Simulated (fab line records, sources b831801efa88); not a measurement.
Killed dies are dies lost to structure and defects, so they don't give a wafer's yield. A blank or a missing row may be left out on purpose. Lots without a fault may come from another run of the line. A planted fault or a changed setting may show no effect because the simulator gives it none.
Which tool did it? | flow sky130 | 6 lots, 18 wafers sampled, at 3 steps of a route of 708

WHAT THE GAUGES READ, wafer by wafer
SKY_VT_ADJUST_HVTP_CD_MEAS_07: target cd 380 nm.
lot  | measured     | on        | cd_nm (nm)
L782 | day 6 04:35  | cd_sem-02 | 379.3 377.5 376.9
L785 | day 6 21:41  | cd_sem-01 | 377.8 377.9 379.7
L787 | day 7 09:41  | cd_sem-01 | 377.9 377.4 379.8
L798 | day 10 10:23 | cd_sem-02 | 384.1 382.7 383.9
L801 | day 11 10:42 | cd_sem-01 | 381.8 380.6 379.1
L804 | day 12 04:56 | cd_sem-01 | 382.1 382.5 382.4

WHICH TOOL RAN EACH LOT (tool, then ch and the chambers of the sampled wafers, then the start)
lot  | SKY_PWDE_STRIP_09                   | SKY_VT_ADJUST_HVTP_EXPOSE_04
L782 | plasma_asher-03 ch 0,1, day 3 23:02 | iline_stepper-01 ch 0, day 5 20:30
L785 | plasma_asher-04 ch 0,1, day 4 16:04 | iline_stepper-02 ch 0, day 6 13:13
L787 | plasma_asher-04 ch 0,1, day 5 02:08 | iline_stepper-01 ch 0, day 6 23:40
L798 | plasma_asher-04 ch 0,1, day 7 16:24 | iline_stepper-02 ch 0, day 9 23:29
L801 | plasma_asher-01 ch 0,1, day 8 14:23 | iline_stepper-02 ch 0, day 10 22:58
L804 | plasma_asher-03 ch 0,1, day 9 05:41 | iline_stepper-02 ch 0, day 11 16:39
- SKY_PWDE_STRIP_09: strips in O2/N2.
- SKY_VT_ADJUST_HVTP_EXPOSE_04: exposes mask HVTPM, target cd 380 nm.

THE ANSWER, worked out from the rows above alone
Rule: what is usual is taken from the lots themselves. Put in order of their means at a reading, lots are off if they are a third of the lots or fewer, leave a main group of 4 or more, and stand apart from it by a gap of 3 or more times the standard deviation of the main group's means; of several such gaps the widest counts. A main group whose means are all the same, to the digits that the tables above print for the reading, isn't used. A lot without any number at a reading at which 4 lots or more have one is off too. The other lots that the step has rows for count as sound.
No lot is off at any reading shown: from this, nothing can be told.

WHAT THE SIMULATOR HAD PUT IN
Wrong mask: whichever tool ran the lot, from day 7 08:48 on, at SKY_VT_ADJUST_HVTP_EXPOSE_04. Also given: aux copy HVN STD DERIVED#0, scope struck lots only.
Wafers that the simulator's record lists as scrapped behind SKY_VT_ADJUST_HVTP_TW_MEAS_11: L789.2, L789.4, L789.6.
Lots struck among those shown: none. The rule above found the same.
